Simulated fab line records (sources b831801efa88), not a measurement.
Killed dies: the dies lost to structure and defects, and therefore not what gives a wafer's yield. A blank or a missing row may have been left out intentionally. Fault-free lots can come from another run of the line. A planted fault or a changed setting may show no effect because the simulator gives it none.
Chamber matching    flow gf180mcu    4 sister chambers for GF_V1_ETCH_16 on rie-diel-01
The step etches BARC in N2/H2. 14 wafers are shown with their chamber, then 7 later ones without.

## EACH WAFER AND ITS CHAMBER
wafer   chamber  drypump-motor-current-A (A)  rf-fwd-power-W (W)  oes-product-au (a.u.)
L077.1  0        5.6                          495.4               0.856
L077.5  0        5.6                          497.7               0.857
L077.6  1        6.5                          490.3               0.859
L081.1  3        4.9                          492.4               0.852
L081.2  2        5.5                          491.9               0.858
L081.3  3        4.9                          492.6               0.858
L084.2  2        5.6                          493.0               0.850
L084.3  3        4.9                          489.9               0.847
L084.5  3        5.0                          488.9               0.852
L088.1  1        6.5                          491.6               0.850
L088.3  2        5.6                          490.5               0.862
L088.6  0        5.6                          495.9               0.854
L091.3  1        6.5                          489.9               0.855
L091.5  2        5.5                          493.9               0.855

SIGNATURES (means of the wafers above)
reading                  chamber 0  chamber 1  chamber 2  chamber 3  scatter within a chamber
drypump-motor-current-A  5.600      6.500      5.550      4.925      0.0418
rf-fwd-power-W           496.333    490.600    492.325    490.950    1.45
oes-product-au           0.85567    0.85467    0.85625    0.85225    0.00428
Rule: a wafer lies at a distance from a chamber equal to the root of the sum of squares, over the readings, of (its reading less the chamber's mean, divided by the reading's scatter). The wafer belongs to the nearest chamber; if the next one is less than 2 further off, it can't be placed. The scatter: take each reading less its chamber's mean, square it, sum over the shown wafers, divide by the number of wafers less the number of chambers, and take the root.

## WAFERS WITH NO CHAMBER GIVEN
wafer   drypump-motor-current-A (A)  rf-fwd-power-W (W)  oes-product-au (a.u.)
L091.6  6.5                          490.7               0.855
L095.2  4.9                          491.5               0.847
L095.4  5.5                          490.6               0.860
L095.5  4.9                          491.7               0.853
L094.2  5.6                          489.9               0.856
L094.5  5.6                          491.4               0.852
L094.6  4.9                          490.2               0.856

## EACH ONE'S CHAMBER
wafer   from the rows above      in truth
L091.6  1                        1
L095.2  3                        3
L095.4  2                        2
L095.5  3                        3
L094.2  2                        2
L094.5  can't be placed: 2 or 0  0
L094.6  3                        3
6 of 7 placed correctly. Cannot be placed on the basis of these rows: 1; the candidates contain the true chamber in 1. Wrongly placed: 0.
